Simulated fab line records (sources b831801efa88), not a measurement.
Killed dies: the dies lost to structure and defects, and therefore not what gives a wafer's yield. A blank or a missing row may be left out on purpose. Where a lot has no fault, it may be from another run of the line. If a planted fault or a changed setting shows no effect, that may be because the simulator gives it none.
fab line records	flow sky130
[record] lots = 12	wafers = 36	last-day = 49
route steps=708 shown FIELD_ISO@5 POLY_CUT@319 LI_CONTACT@375 PAD_OPEN@708
lots untouched by any fault: they come from a run of this same line in which no faults occurred
start-h: hours from the record's first day to the start of the lot's first wafer shown	wait-h: hours since the lot's step before	" repeats the value in the row above	L1.1+2: a row that stands for several wafers	- no value, or no start was given	* or withheld: withheld	< > ~ a bound
route shown NAME@n: names a module that has steps shown in the file, with the first one's number in the route	usual: mean/standard deviation of fault-free wafers	same: alike in all rows	chamber/n: place in a boat	sites: the reading at each site	_std_site: the standard deviation of these	_edge_site: inner sites' mean taken away from outer sites' mean	radius-mm: how far each site lies from the wafer's centre	mask NAME#n: copy n	behind: the last tool/chamber to shape the wafer	hold: why the lot went on hold/how many hours it stayed there/how the hold came to an end	device: the n, p or np transistor that did not switch	end of line: at the end of the route, the tests of the same wafers	a step with no rows: only its recipe	killed: dies that structure and defects cost at the first sort, which is not the same as the wafer's yield	map: per-die view of a wafer (x killed, . not killed, _ where there is no die)
set.NAME: the setting the step ran with; set.NAME@STEP: the setting that earlier step ran with	model.NAME: the simulator's own value behind a step, which no gauge read
the route's steps for a sample of lots (tables are steps, rows are wafers)
services: a tool's chamber out of use, with start hour (start-h, from the record's first day; less than 0 if before it), hours out, and reason
[[steps]]
[step SKY_FIELD_ISO_THK_MEAS_04]
[recipe] reads = Si3N4_of_FIELD_ISO_CVD_03
[usual] FIELD_ISO_CVD_03_THK = 165.6/1.5
lot.wafer	tool	chamber	start-h	wait-h	FIELD_ISO_CVD_03_THK[nm]
L533.1	film-metro-01	-	18.53	0.0	169.4
L533.5	"	-	"	"	167.6
L533.6	"	-	"	"	167.7
L534.3	film-metro-02	-	24.59	0.0	163.8
L534.4	"	-	"	"	164.4
L534.6	"	-	"	"	166.0
L536.4	film-metro-02	-	35.57	0.0	167.3
L536.5	"	-	"	"	166.3
L536.6	"	-	"	"	167.0
L541.1	film-metro-02	-	59.75	0.0	166.8
L541.4	"	-	"	"	166.5
L541.6	"	-	"	"	165.1
L542.1	film-metro-02	-	64.10	0.0	167.0
L542.2	"	-	"	"	166.3
L542.3	"	-	"	"	164.6
L543.2	film-metro-02	-	69.19	0.0	163.7
L543.4	"	-	"	"	162.9
L543.6	"	-	"	"	163.2
L546.3	film-metro-03	-	84.98	0.0	167.8
L546.4	"	-	"	"	167.4
L546.6	"	-	"	"	167.8
L547.2	film-metro-01	-	90.57	0.0	165.8
L547.4	"	-	"	"	165.5
L547.5	"	-	"	"	163.7
L548.1	film-metro-03	-	95.52	0.0	166.7
L548.3	"	-	"	"	166.6
L548.5	"	-	"	"	164.7
L550.2	film-metro-01	-	104.84	0.0	166.0
L550.3	"	-	"	"	165.3
L550.6	"	-	"	"	164.9
L551.2	film-metro-02	-	109.75	0.0	165.1
L551.5	"	-	"	"	163.1
L551.6	"	-	"	"	164.6
L552.2	film-metro-02	-	114.01	0.0	165.5
L552.3	"	-	"	"	166.1
L552.5	"	-	"	"	164.9
[step SKY_FIELD_ISO_ETCH_14]
[recipe] chemistry = N2/H2	target = BARC	ion-energy-ev = 200	source-w = 500	bias-w = 100	pressure-mtorr = 30	n2-flow-sccm = 100	h2-flow-sccm = 200	stop-on = SiO2	time-s = 45.9	target-depth-a = 600
[usual] drypump-motor-current-A = 5.8/0.42	oes-product-au = 0.855/0.0051	rf-fwd-power-W = 495.0/2.2	throttle-valve-pct = 13.225/0.0084
lot.wafer	tool	chamber	start-h	wait-h	drypump-motor-current-A	oes-product-au	rf-fwd-power-W	rf-hours-counter-h	throttle-valve-pct
L533.1	rie-diel-03	3	33.59	0.1	6.4	0.856	494.9	80	13.223
L533.5	"	3	"	"	6.4	0.861	494.2	-	13.217
L533.6	"	0	"	"	5.9	0.867	494.5	-	13.231
L534.3	rie-diel-01	0	39.45	0.1	5.8	0.859	501.4	138	13.233
L534.4	"	1	"	"	5.9	0.853	496.6	41	13.217
L534.6	"	3	"	"	4.8	0.858	496.3	-	13.216
L536.4	rie-diel-01	2	50.89	0.0	5.3	0.855	493.7	30	13.236
L536.5	"	0	"	"	5.8	0.857	496.2	-	13.220
L536.6	"	1	"	"	5.9	0.857	495.2	-	13.225
L541.1	rie-diel-02	2	76.49	0.1	6.2	0.862	496.8	3	13.235
L541.4	"	1	"	"	5.9	0.854	495.8	147	13.229
L541.6	"	0	"	"	5.6	0.858	494.8	-	13.213
L542.1	rie-diel-01	2	81.19	0.1	5.3	0.854	495.9	31	13.228
L542.2	"	1	"	"	5.9	0.854	419.8	42	13.229
L542.3	"	0	"	"	5.8	0.849	497.2	139	13.230
L543.2	rie-diel-01	1	85.94	0.1	5.9	0.859	414.1	42	13.227
L543.4	"	0	"	"	5.8	0.861	496.6	139	13.230
L543.6	"	2	"	"	5.3	0.852	495.3	-	13.220
L546.3	rie-diel-02	2	101.03	0.1	6.2	0.858	494.4	-	13.225
L546.4	"	0	"	"	5.6	0.857	493.0	-	13.219
L546.6	"	0	"	"	5.6	0.862	494.5	-	13.223
L547.2	rie-diel-02	3	106.89	0.1	5.6	0.853	493.6	6	13.238
L547.4	"	3	"	"	5.6	0.860	493.8	-	13.220
L547.5	"	0	"	"	5.6	0.863	494.2	-	13.224
L548.1	rie-diel-02	3	112.49	0.1	5.6	0.850	494.5	6	13.234
L548.3	"	1	"	"	5.9	0.856	493.1	148	13.239
L548.5	"	2	"	"	6.1	0.860	496.2	-	13.214
L550.2	rie-diel-02	3	123.10	0.1	5.6	0.858	493.9	6	13.237
L550.3	"	2	"	"	6.1	0.849	495.3	4	13.227
L550.6	"	3	"	"	5.6	0.859	492.2	-	13.221
L551.2	rie-diel-02	2	127.79	0.1	6.2	0.862	498.6	4	13.227
L551.5	"	1	"	"	5.9	0.855	493.8	-	13.230
L551.6	"	0	"	"	5.6	0.859	495.0	-	13.229
L552.2	rie-diel-03	2	132.45	0.1	6.4	0.859	497.8	115	13.226
L552.3	"	1	"	"	5.8	0.858	489.2	31	13.213
L552.5	"	1	"	"	5.8	0.860	490.7	-	13.220
[step SKY_POLY_CUT_STRIP_12]
[recipe] chemistry = O2/N2	power-w = 1400	pressure-mtorr = 1500	platen-temp-c = withheld	o2-flow-sccm = 3000	n2-flow-sccm = 300	overash-fraction = 0.5
[usual] drypump-motor-current-A = 5.7/0.48	o2-flow-sccm = 3001/8.9	oes-product-au = 0.451/0.0046	strip-time-to-endpoint-s = 5.355/0.016
[same] overash-fraction = 0.5
lot.wafer	tool	chamber	start-h	wait-h	drypump-motor-current-A	o2-flow-sccm	oes-product-au	rf-hours-counter-h	strip-time-to-endpoint-s
L533.1	plasma-asher-03	1	550.96	0.0	5.9	3012	0.459	71	5.333
L533.5	"	1	"	"	5.9	3000	0.455	-	5.324
L533.6	"	0	"	"	6.0	3008	0.453	-	5.356
L534.3	plasma-asher-04	1	567.18	0.1	5.6	3000	0.442	-	5.373
L534.4	"	0	"	"	5.0	2989	0.449	-	5.378
L534.6	"	0	"	"	5.0	2990	0.447	-	5.367
L536.4	plasma-asher-03	0	609.78	0.0	6.0	2999	0.456	-	5.343
L536.5	"	0	"	"	6.0	3007	0.454	-	5.364
L536.6	"	1	"	"	5.9	2982	0.459	-	5.354
L541.1	plasma-asher-02	1	645.01	0.0	6.5	3004	0.457	99	5.376
L541.4	"	1	"	"	6.5	3027	0.448	-	5.357
L541.6	"	0	"	"	5.3	2990	0.453	-	5.359
L543.2	plasma-asher-04	0	653.15	0.0	5.0	2999	0.449	22	5.326
L543.4	"	1	"	"	5.6	3014	0.448	-	5.343
L543.6	"	1	"	"	5.6	3005	0.451	-	5.349
L542.1	plasma-asher-03	1	653.21	0.0	5.9	2994	0.442	81	5.365
L542.2	"	0	"	"	6.0	2996	0.448	81	5.375
L542.3	"	0	"	"	6.0	2997	0.457	-	5.349
L546.3	plasma-asher-04	0	671.63	0.1	5.0	2998	0.446	-	5.335
L546.4	"	1	"	"	5.6	3004	0.460	-	5.341
L546.6	"	1	"	"	5.6	3000	0.454	-	5.359
L547.2	plasma-asher-03	0	676.85	0.0	6.0	3002	0.454	83	5.340
L547.4	"	1	"	"	5.9	2998	0.454	-	5.354
L547.5	"	1	"	"	5.9	3002	0.452	-	5.364
L548.1	plasma-asher-04	1	681.05	0.0	5.6	3000	0.443	26	5.354
L548.3	"	0	"	"	5.0	2993	0.448	-	5.363
L548.5	"	0	"	"	5.0	3004	0.452	-	5.354
L550.2	plasma-asher-02	1	698.45	0.0	6.5	3000	0.451	105	5.374
L550.3	"	0	"	"	5.2	3007	0.452	-	5.358
L550.6	"	0	"	"	5.3	3019	0.453	-	5.347
L551.2	plasma-asher-04	1	711.20	0.0	5.6	3009	0.443	30	5.356
L551.5	"	0	"	"	5.0	3005	0.453	-	5.355
L551.6	"	1	"	"	5.6	3011	0.450	-	5.368
L552.2	plasma-asher-02	1	723.30	0.0	6.5	2990	0.442	107	5.373
L552.3	"	1	"	"	6.5	3017	0.448	-	5.352
L552.5	"	1	"	"	6.6	2986	0.463	-	5.369
[step SKY_LI_CONTACT_OVL_MEAS_13]
[usual] LI_CONTACT_OVL = -1/5.3
lot.wafer	tool	chamber	start-h	wait-h	LI_CONTACT_OVL[nm]
L533.1	overlay-01	-	666.79	0.1	-5
L533.5	"	-	"	"	-4
L533.6	"	-	"	"	-8
L534.3	overlay-02	-	680.25	0.1	9
L534.4	"	-	"	"	8
L534.6	"	-	"	"	3
L536.4	overlay-02	-	721.80	0.1	-1
L536.5	"	-	"	"	5
L536.6	"	-	"	"	0
L541.1	overlay-02	-	758.24	0.1	-3
L541.4	"	-	"	"	-9
L541.6	"	-	"	"	-6
L543.2	overlay-02	-	762.94	0.1	-2
L543.4	"	-	"	"	0
L543.6	"	-	"	"	2
L542.1	overlay-01	-	763.59	0.1	-8
L542.2	"	-	"	"	-6
L542.3	"	-	"	"	-10
L546.3	overlay-02	-	780.75	0.1	-4
L546.4	"	-	"	"	-3
L546.6	"	-	"	"	-6
L547.2	overlay-01	-	786.88	0.1	2
L547.4	"	-	"	"	2
L547.5	"	-	"	"	5
L548.1	overlay-02	-	790.44	0.1	-3
L548.3	"	-	"	"	0
L548.5	"	-	"	"	5
L550.2	overlay-01	-	806.39	0.1	8
L550.3	"	-	"	"	7
L550.6	"	-	"	"	5
L551.2	overlay-02	-	819.58	0.1	2
L551.5	"	-	"	"	2
L551.6	"	-	"	"	-5
L552.2	overlay-02	-	829.94	0.1	-8
L552.3	"	-	"	"	-8
L552.5	"	-	"	"	-3
[step SKY_PAD_OPEN_PROBE_99]
[usual] killed_at_M0_to_M3 = 44/6.6	killed_at_M4_up = 3.0/2	killed-at-contacts = 24/5.1	killed-at-front-end = 15/4.1	killed-at-other = 0.4/0.62	killed-dies = 86/9.3	killed-on-rim = 17/3.7	killed-open = 46/6.8	killed-short = 40/5.8
[same] gross-dies = 492	killed-at-back-side = 0
lot.wafer	tool	chamber	start-h	wait-h	killed_at_M0_to_M3	killed_at_M4_up	killed-at-contacts	killed-at-front-end	killed-at-other	killed-dies	killed-on-rim	killed-open	killed-short
L533.1	prober-01	-	1071.33	0.1	46	2	29	14	0	91	15	47	44
L533.5	prober-01	-	1071.53	0.2	46	8	24	13	0	91	17	48	43
L533.6	prober-01	-	1071.58	0.2	41	5	24	17	0	87	22	42	45
L534.3	prober-02	-	1078.15	0.2	49	3	22	14	0	88	16	47	41
L534.4	prober-02	-	1078.20	0.2	38	4	24	18	2	86	13	48	38
L534.6	prober-02	-	1078.30	0.2	44	7	24	17	0	92	23	48	44
L536.4	prober-02	-	1106.61	0.2	49	0	27	17	0	93	21	57	36
L536.5	prober-02	-	1106.66	0.2	47	3	32	15	0	97	21	53	42
L536.6	prober-02	-	1106.71	0.2	46	5	28	15	0	94	16	47	45
L541.1	prober-02	-	1139.28	0.1	44	4	18	10	1	77	14	44	33
L541.4	prober-02	-	1139.43	0.2	35	3	23	14	0	75	19	36	39
L541.6	prober-02	-	1139.53	0.2	40	3	25	7	0	75	16	32	43
L543.2	prober-01	-	1140.12	0.1	43	3	14	9	0	69	13	31	38
L543.4	prober-01	-	1140.22	0.2	36	3	25	17	0	81	13	46	35
L543.6	prober-01	-	1140.32	0.2	60	2	21	12	0	95	15	43	51
L542.1	prober-02	-	1141.29	0.1	46	4	34	11	1	96	22	53	43
L542.2	prober-02	-	1141.34	0.1	47	2	32	16	0	97	13	58	38
L542.3	prober-02	-	1141.39	0.2	47	1	28	10	0	86	22	41	45
L546.3	prober-01	-	1150.60	0.2	47	5	31	18	0	101	15	51	50
L546.4	prober-01	-	1150.65	0.2	64	2	20	14	1	101	20	59	42
L546.6	prober-01	-	1150.75	0.2	45	2	22	11	0	80	21	44	36
L547.2	prober-02	-	1154.69	0.1	42	5	27	13	0	87	13	48	39
L547.4	prober-02	-	1154.79	0.2	41	11	28	18	0	98	14	49	49
L547.5	prober-02	-	1154.84	0.2	32	4	23	13	0	72	12	32	40
L548.1	prober-01	-	1159.87	0.1	43	2	29	15	0	89	26	44	45
L548.3	prober-01	-	1159.97	0.2	59	2	25	15	1	102	17	58	44
L548.5	prober-01	-	1160.07	0.2	50	3	35	13	0	101	22	64	37
L550.2	prober-01	-	1169.43	0.1	45	2	22	23	0	92	12	43	49
L550.3	prober-01	-	1169.48	0.2	41	1	26	14	1	83	21	51	32
L550.6	prober-01	-	1169.63	0.2	43	4	21	6	0	74	14	41	33
L551.2	prober-02	-	1178.91	0.1	54	0	30	17	1	102	22	60	42
L551.5	prober-02	-	1179.06	0.2	54	2	23	19	0	98	19	58	40
L551.6	prober-02	-	1179.11	0.2	47	5	25	20	0	97	21	49	48
L552.2	prober-01	-	1180.98	0.1	39	4	17	12	1	73	14	41	31
L552.3	prober-01	-	1181.03	0.2	41	4	28	11	0	84	16	50	33
L552.5	prober-01	-	1181.13	0.2	52	1	22	16	1	92	16	49	43
// killed by level:class
L533.1 CONTACT:geometric-particle:open=11 VIA1:geometric-particle:open=8 LOCAL_INTERCONNECT:geometric-particle:short=8 METAL1:geometric-particle:short=6 VIA2:geometric-particle:open=6 VIA3:geometric-particle:open=6 METAL3:geometric-particle:short=5 POLY_GATE:geometric-particle:short=4
L533.5 VIA2:geometric-particle:open=9 VIA1:geometric-particle:short=8 VIA1:geometric-particle:open=8 CONTACT:geometric-particle:open=7 METAL1:geometric-particle:short=6 POLY_GATE:geometric-particle:open=5 LI_CONTACT:geometric-particle:short=5 LI_CONTACT:geometric-particle:open=5
L533.6 VIA1:geometric-particle:open=13 LOCAL_INTERCONNECT:geometric-particle:short=8 CONTACT:geometric-particle:open=7 FIELD_ISO:geometric-particle:short=6 VIA2:geometric-particle:open=6 LI_CONTACT:geometric-particle:short=4 POLY_GATE:geometric-particle:open=4 METAL4:geometric-particle:short=4
L534.3 VIA1:geometric-particle:open=11 CONTACT:geometric-particle:open=11 POLY_GATE:geometric-particle:short=7 VIA3:geometric-particle:open=7 VIA2:geometric-particle:open=7 METAL1:geometric-particle:short=6 LI_CONTACT:geometric-particle:open=4 VIA1:geometric-particle:short=4
L534.4 VIA1:geometric-particle:open=11 CONTACT:geometric-particle:open=10 METAL2:geometric-particle:short=6 POLY_GATE:geometric-particle:open=5 POLY_GATE:geometric-particle:short=5 LI_CONTACT:geometric-particle:open=5 VIA2:geometric-particle:open=5 VIA3:geometric-particle:open=5
L534.6 CONTACT:geometric-particle:open=9 VIA1:geometric-particle:open=8 METAL2:geometric-particle:short=8 METAL4:geometric-particle:short=7 POLY_GATE:geometric-particle:open=6 CONTACT:geometric-particle:short=6 METAL1:geometric-particle:short=6 VIA3:geometric-particle:open=6
L536.4 VIA3:geometric-particle:open=14 VIA1:geometric-particle:open=10 LI_CONTACT:geometric-particle:open=8 CONTACT:geometric-particle:open=7 LOCAL_INTERCONNECT:geometric-particle:short=6 FIELD_ISO:geometric-particle:short=5 POLY_GATE:geometric-particle:open=5 VIA2:geometric-particle:open=5
L536.5 VIA1:geometric-particle:open=14 CONTACT:geometric-particle:open=9 LI_CONTACT:geometric-particle:short=6 VIA2:geometric-particle:open=6 POLY_GATE:geometric-particle:short=5 VIA3:geometric-particle:open=5 LI_CONTACT:geometric-particle:open=5 LOCAL_INTERCONNECT:geometric-particle:short=5
L536.6 VIA1:geometric-particle:short=9 LI_CONTACT:geometric-particle:open=9 VIA1:geometric-particle:open=9 METAL1:geometric-particle:short=7 CONTACT:geometric-particle:open=7 VIA2:geometric-particle:open=7 POLY_GATE:geometric-particle:short=5 VIA3:geometric-particle:open=5
L541.1 CONTACT:geometric-particle:open=10 VIA2:geometric-particle:open=9 METAL2:geometric-particle:short=7 VIA1:geometric-particle:open=6 POLY_GATE:geometric-particle:short=4 VIA1:geometric-particle:short=4 CONTACT:geometric-particle:short=4 METAL1:geometric-particle:short=4
L541.4 METAL2:geometric-particle:short=9 LI_CONTACT:geometric-particle:open=8 FIELD_ISO:geometric-particle:short=7 CONTACT:geometric-particle:open=6 METAL1:geometric-particle:short=6 VIA1:geometric-particle:open=5 METAL3:geometric-particle:short=4 FIELD_ISO:geometric-particle:open=3
L541.6 VIA1:geometric-particle:open=9 VIA1:geometric-particle:short=8 METAL2:geometric-particle:short=7 CONTACT:geometric-particle:short=7 CONTACT:geometric-particle:open=7 LI_CONTACT:geometric-particle:open=5 METAL3:geometric-particle:short=4 VIA2:geometric-particle:open=4
L543.2 METAL1:geometric-particle:short=12 VIA1:geometric-particle:open=8 VIA2:geometric-particle:open=6 LOCAL_INTERCONNECT:geometric-particle:short=4 VIA3:geometric-particle:short=4 FIELD_ISO:geometric-particle:short=3 LI_CONTACT:geometric-particle:open=3 CONTACT:geometric-particle:open=3
L543.4 CONTACT:geometric-particle:open=9 VIA3:geometric-particle:open=7 VIA1:geometric-particle:open=7 LOCAL_INTERCONNECT:geometric-particle:short=6 METAL1:geometric-particle:short=6 FIELD_ISO:geometric-particle:open=5 POLY_GATE:geometric-particle:open=5 LI_CONTACT:geometric-particle:open=5
L543.6 VIA1:geometric-particle:open=12 METAL1:geometric-particle:short=11 LOCAL_INTERCONNECT:geometric-particle:short=7 VIA2:geometric-particle:open=7 VIA1:geometric-particle:short=6 METAL3:geometric-particle:short=6 CONTACT:geometric-particle:short=5 CONTACT:geometric-particle:open=5
L542.1 CONTACT:geometric-particle:open=12 LI_CONTACT:geometric-particle:open=10 VIA1:geometric-particle:open=9 METAL1:geometric-particle:short=6 VIA3:geometric-particle:open=5 VIA1:geometric-particle:short=5 VIA2:geometric-particle:open=5 FIELD_ISO:geometric-particle:short=4
L542.2 VIA1:geometric-particle:open=17 CONTACT:geometric-particle:open=13 VIA2:geometric-particle:open=7 LI_CONTACT:geometric-particle:open=6 METAL1:geometric-particle:short=6 CONTACT:geometric-particle:short=6 VIA3:geometric-particle:open=6 POLY_GATE:geometric-particle:short=5
L542.3 VIA1:geometric-particle:open=10 CONTACT:geometric-particle:short=8 CONTACT:geometric-particle:open=8 LOCAL_INTERCONNECT:geometric-particle:short=7 VIA2:geometric-particle:open=7 VIA1:geometric-particle:short=6 VIA3:geometric-particle:open=6 METAL2:geometric-particle:short=5
L546.3 CONTACT:geometric-particle:open=13 LI_CONTACT:geometric-particle:open=11 METAL1:geometric-particle:short=10 VIA1:geometric-particle:open=8 METAL2:geometric-particle:short=6 POLY_GATE:geometric-particle:short=5 VIA1:geometric-particle:short=5 VIA3:geometric-particle:open=5
L546.4 VIA1:geometric-particle:open=15 VIA3:geometric-particle:open=12 METAL1:geometric-particle:short=8 VIA2:geometric-particle:open=7 CONTACT:geometric-particle:open=7 VIA1:geometric-particle:short=7 POLY_GATE:geometric-particle:open=6 LI_CONTACT:geometric-particle:open=5
L546.6 VIA1:geometric-particle:open=12 CONTACT:geometric-particle:open=10 VIA1:geometric-particle:short=7 LI_CONTACT:geometric-particle:open=6 VIA3:geometric-particle:short=6 VIA2:geometric-particle:open=5 FIELD_ISO:geometric-particle:open=4 CONTACT:geometric-particle:short=4
L547.2 VIA1:geometric-particle:open=18 CONTACT:geometric-particle:open=9 LOCAL_INTERCONNECT:geometric-particle:short=6 VIA3:geometric-particle:open=6 VIA1:geometric-particle:short=5 FIELD_ISO:geometric-particle:open=4 LI_CONTACT:geometric-particle:open=4 CONTACT:geometric-particle:short=4
L547.4 CONTACT:geometric-particle:open=10 METAL4:geometric-particle:short=9 VIA1:geometric-particle:open=7 VIA2:geometric-particle:open=7 LI_CONTACT:geometric-particle:open=6 CONTACT:geometric-particle:short=6 METAL1:geometric-particle:short=6 VIA3:geometric-particle:open=6
L547.5 CONTACT:geometric-particle:open=8 LI_CONTACT:geometric-particle:open=6 VIA1:geometric-particle:short=6 VIA1:geometric-particle:open=6 FIELD_ISO:geometric-particle:short=5 METAL2:geometric-particle:short=4 METAL4:geometric-particle:short=4 POLY_GATE:geometric-particle:open=3
L548.1 VIA1:geometric-particle:open=10 LOCAL_INTERCONNECT:geometric-particle:short=7 CONTACT:geometric-particle:open=7 FIELD_ISO:geometric-particle:short=6 VIA2:geometric-particle:open=6 CONTACT:geometric-particle:short=6 METAL2:geometric-particle:short=6 METAL1:geometric-particle:short=5
L548.3 VIA2:geometric-particle:open=13 CONTACT:geometric-particle:open=13 VIA1:geometric-particle:open=9 VIA3:geometric-particle:open=8 METAL2:geometric-particle:short=7 VIA3:geometric-particle:short=7 CONTACT:geometric-particle:short=6 FIELD_ISO:geometric-particle:open=5
L548.5 VIA1:geometric-particle:open=14 CONTACT:geometric-particle:open=12 LI_CONTACT:geometric-particle:open=11 VIA3:geometric-particle:open=8 LOCAL_INTERCONNECT:geometric-particle:short=7 METAL1:geometric-particle:short=7 CONTACT:geometric-particle:short=5 METAL1:geometric-particle:open=5
L550.2 CONTACT:geometric-particle:open=10 METAL1:geometric-particle:short=7 POLY_GATE:geometric-particle:open=6 VIA1:geometric-particle:open=6 VIA1:geometric-particle:short=6 VIA3:geometric-particle:open=6 FIELD_ISO:geometric-particle:short=5 LOCAL_INTERCONNECT:geometric-particle:short=5
L550.3 CONTACT:geometric-particle:open=11 VIA2:geometric-particle:open=9 CONTACT:geometric-particle:short=6 METAL1:geometric-particle:short=6 VIA3:geometric-particle:open=6 VIA1:geometric-particle:open=6 POLY_GATE:geometric-particle:open=5 FIELD_ISO:geometric-particle:open=4
L550.6 LI_CONTACT:geometric-particle:open=9 CONTACT:geometric-particle:open=7 METAL1:geometric-particle:short=7 VIA1:geometric-particle:open=7 VIA2:geometric-particle:open=7 METAL2:geometric-particle:short=5 METAL4:geometric-particle:short=4 VIA3:geometric-particle:open=4
L551.2 VIA1:geometric-particle:open=15 CONTACT:geometric-particle:open=10 LI_CONTACT:geometric-particle:open=8 VIA3:geometric-particle:open=8 POLY_GATE:geometric-particle:open=6 VIA3:geometric-particle:short=6 POLY_GATE:geometric-particle:short=5 METAL1:geometric-particle:short=5
L551.5 VIA2:geometric-particle:open=11 LI_CONTACT:geometric-particle:open=10 VIA1:geometric-particle:open=9 VIA3:geometric-particle:open=8 CONTACT:geometric-particle:open=7 FIELD_ISO:geometric-particle:open=5 VIA2:geometric-particle:short=5 METAL2:geometric-particle:short=5
L551.6 CONTACT:geometric-particle:open=10 METAL2:geometric-particle:short=9 VIA1:geometric-particle:open=8 METAL1:geometric-particle:short=7 VIA2:geometric-particle:open=7 FIELD_ISO:geometric-particle:open=6 LOCAL_INTERCONNECT:geometric-particle:short=6 FIELD_ISO:geometric-particle:short=5
L552.2 VIA2:geometric-particle:open=12 CONTACT:geometric-particle:open=10 METAL1:geometric-particle:short=6 VIA1:geometric-particle:open=5 VIA3:geometric-particle:open=5 LI_CONTACT:geometric-particle:open=4 POLY_GATE:geometric-particle:short=4 VIA1:geometric-particle:short=4
L552.3 CONTACT:geometric-particle:open=13 VIA2:geometric-particle:open=11 METAL1:geometric-particle:short=7 CONTACT:geometric-particle:short=5 VIA1:geometric-particle:open=5 VIA3:geometric-particle:open=5 LI_CONTACT:geometric-particle:open=4 VIA1:geometric-particle:short=4
L552.5 CONTACT:geometric-particle:open=11 VIA3:geometric-particle:open=9 VIA1:geometric-particle:open=8 METAL1:geometric-particle:short=7 METAL2:geometric-particle:short=7 VIA2:geometric-particle:open=6 FIELD_ISO:geometric-particle:open=4 LOCAL_INTERCONNECT:geometric-particle:short=4
[[services]]
tool	chamber	start-h	hours	kind
plasma-asher-03	-	22.30	7.1	repair
rie-diel-02	0	45.22	5.0	repair
plasma-asher-04	-	52.65	0.7	repair
rie-diel-01	-	86.63	2.8	pm
rie-diel-02	1	92.18	18.7	repair
plasma-asher-03	-	96.32	1.0	repair
rie-diel-02	3	98.54	5.1	repair
rie-diel-02	3	119.06	2.3	repair
plasma-asher-04	-	132.39	3.3	repair
rie-diel-02	2	155.22	61.6	repair
rie-diel-02	0	182.66	6.8	repair
plasma-asher-04	-	215.15	2.1	repair
plasma-asher-04	-	257.71	4.8	repair
rie-diel-02	-	314.30	14.6	pm
rie-diel-02	-	344.76	0.7	repair
plasma-asher-04	-	421.25	9.0	pm
plasma-asher-04	-	425.27	5.1	repair
rie-diel-02	1	502.66	117.8	repair
plasma-asher-04	-	505.99	5.8	repair
rie-diel-02	1	653.39	9.8	repair
rie-diel-02	1	675.39	4.2	repair
rie-diel-02	3	677.86	107.7	repair
rie-diel-02	0	682.90	4.3	repair
rie-diel-02	-	691.40	0.6	repair
[[key]]
[first-sign] step = SKY_FIELD_ISO_ETCH_14	reading = rf-fwd-power-W	direction = down	sigmas = 35	usual = 495.0	struck = 417.0
effect none on later readings
met-at SKY_FIELD_ISO_ETCH_14
struck-lots L542,L543
struck-wafers L542.2,L543.2
tester-left-out L542,L543
not-acting-at SKY_FIELD_ISO_THK_MEAS_04,SKY_POLY_CUT_STRIP_12,SKY_LI_CONTACT_OVL_MEAS_13
onset-between 50.89 81.19
[fault] kind = process-parameter-drift	tool = rie-diel-01	chamber = 1	onset-h = 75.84	steps = SKY_FIELD_ISO_ETCH_14	channel = source-w	offset = -80	shape = step	end-h = 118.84	acts-in = these-recipes-only	stated = 500
// tester-left-out: of these lots the tester's yield and bins aren't shown, on N5 and GAA mostly nor the transistor test; their killed dies are dies lost to structure and defects alone, not to doping, threshold or leakage, so they don't give the yield
